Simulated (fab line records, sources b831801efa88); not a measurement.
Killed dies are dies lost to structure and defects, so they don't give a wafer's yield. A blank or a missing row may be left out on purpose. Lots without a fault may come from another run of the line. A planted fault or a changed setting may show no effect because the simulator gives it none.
Chamber matching | flow sky130 | SKY_VIA2_CMP_24 on cmp-02: 4 sister chambers
The step polishes, stops on SiO2, t overpolish 20 s, target thk 0 nm. 4 wafers are shown with their chamber, then 8 later ones without.

WAFERS WITH THEIR CHAMBER
wafer  | chamber | motor_current_A (A)
L954.5 | 1       | 10.3
L955.6 | 2       | 11.8
L958.6 | 0       | 9.6
L961.1 | 3       | 10.0

WAFERS WITHOUT THEIR CHAMBER
wafer  | motor_current_A (A)
L961.3 | 10.3
L961.6 | 11.4
L968.1 | 10.6
L968.3 | 11.9
L968.5 | 12.2
L973.2 | 10.2
L973.3 | 11.2
L973.6 | 10.0

WHICH CHAMBER EACH WENT THROUGH
wafer  | from the rows above          | in truth
L961.3 | can't be placed: 1 or 3      | 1
L961.6 | 2                            | 2
L968.1 | can't be placed: 1 or 3      | 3
L968.3 | 2                            | 2
L968.5 | 2                            | 2
L973.2 | can't be placed: 1 or 3 or 0 | 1
L973.3 | can't be placed: 2 or 1 or 3 | 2
L973.6 | can't be placed: 3 or 1 or 0 | 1
Placed correctly: 3 of 8. Can't be placed from these rows: 5 (the true chamber is among the candidates in 5). Placed wrongly: 0.
How it was worked out, from the rows above alone: a wafer's distance from a chamber is the root of the sum, over the readings, of the square of ((its reading less the chamber's mean) divided by the reading's scatter). The wafer belongs to the nearest chamber; if the next one is less than 2 further off, it can't be placed. A chamber's mean is the mean of its shown wafers. The scatter: with one shown wafer a chamber, the root of the mean of the squares of how far each hidden wafer lies from its nearest shown one.
